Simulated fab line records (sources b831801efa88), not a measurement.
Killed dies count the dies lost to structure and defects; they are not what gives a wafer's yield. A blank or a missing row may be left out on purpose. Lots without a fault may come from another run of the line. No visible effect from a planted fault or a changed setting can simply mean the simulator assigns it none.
Comparing a struck lot with a sound one || flow sfq-line || 13 steps out of a route of 325
Sound: these wafers, L709.1, L709.2, L709.6. The struck wafers were L711.3, L711.5, L711.6. Last of all comes the cause.
Each step with rows lists, per side, the tool, then ch with its chambers, then its first start. Under that, the readings that differ: sound wafers || struck wafers || difference of the means || sigmas: that difference in standard deviations of wafers without a fault.
alike: readings with means less than 2 such deviations apart, plus words and numbers identical on both sides. not compared: withheld readings, readings lacking a value on some wafer, bounds such as >300 that could conceal the same value, and numbers that have no deviation in the record and whose values overlap.
A row with sigmas, a row that says differs or no value, or rows on one side alone: a step with any of these is where the two part. Non-overlapping numbers with no deviation appear without sigmas and do not part them. A reading missing from all wafers of one side parts the sides only when that side holds two or more wafers.

first, 1 step without rows for these wafers: SFQ_TRILAYER_JJ_TRILAYER_DEP_AL_OXIDATION_111 (oxidation time 600 s).
SFQ_TRILAYER_JJ_TRILAYER_DEP_SPUTTER_112: material Nb, target thk 170 nm, time 113.3 s.
  sound on pvd-sputter-04, day 44 10:22; struck on pvd-sputter-03, day 44 22:21
  alike: throttle-valve-pct
SFQ_JJ_RS_MEAS_929: measurement is done with a four-point probe.
  sound on film-metro-02, day 44 10:27; struck on film-metro-01, day 44 22:28
  alike: JJ_NB_RS
then, 6 steps without rows for these wafers: SFQ_TRILAYER_JJ_CE_LITHO_COAT_119 (resist thk 62 nm); SFQ_TRILAYER_JJ_CE_LITHO_COAT_114 (resist thk 600 nm); SFQ_TRILAYER_JJ_CE_LITHO_SOFTBAKE_118; SFQ_TRILAYER_JJ_CE_LITHO_EXPOSE_115 (exposes mask J5, target cd 700 nm); SFQ_TRILAYER_JJ_CE_LITHO_PEB_117 (peb time 60 s); SFQ_TRILAYER_JJ_CE_LITHO_DEVELOP_116 (time 60 s).
-- the record jumps here: 5 days lie between the struck wafers' starts before and after --
SFQ_JJ_OVL_MEAS_931:
  sound on overlay-02, day 49 11:19; struck on overlay-01, day 50 06:12
  alike: J5_OVL
SFQ_TRILAYER_JJ_CE_METRO_MEASURE_117:
  sound on cd-sem-01, day 49 11:22; struck on cd-sem-01, day 50 06:37
  alike: cd-nm
SFQ_TRILAYER_JJ_CE_BARC_OPEN_RIE_150: chemistry O2, target BARC, target depth 240 nm, time 80 s.
  sound on rie-metal-03 ch 0,1, day 49 12:34; struck on rie-metal-01 ch 0,1, day 50 07:27
{"reading": "bias-w (W)", "sound": "79.79 80.02 79.86", "struck": "92.30 92.26 92.20", "difference": "+12.36", "sigmas": "+44"}
  alike: drypump-motor-current-A, oes-product-au
  not compared: rf-hours-counter-h
SFQ_TRILAYER_JJ_CE_ETCH_RIE_118: chemistry SF6, target Nb, stops on Al2O3, time 97.7 s, target depth 170 nm.
  sound on rie-metal-03 ch 0,1, day 49 12:39; struck on rie-metal-01 ch 0,1, day 50 07:33
  alike: bias-w, drypump-motor-current-A, oes-product-au
  not compared: rf-hours-counter-h

== WHERE THEY PART ==
Within this record, at SFQ_TRILAYER_JJ_CE_BARC_OPEN_RIE_150 only. Later steps at which nothing parts them and some readings are alike: SFQ_TRILAYER_JJ_CE_ETCH_RIE_118.

WHY: what the simulator had put in
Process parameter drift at SFQ_TRILAYER_JJ_CE_BARC_OPEN_RIE_150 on rie-metal-01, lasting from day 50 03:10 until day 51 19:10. A move of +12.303 in setting bias-w, from 80. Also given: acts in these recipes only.
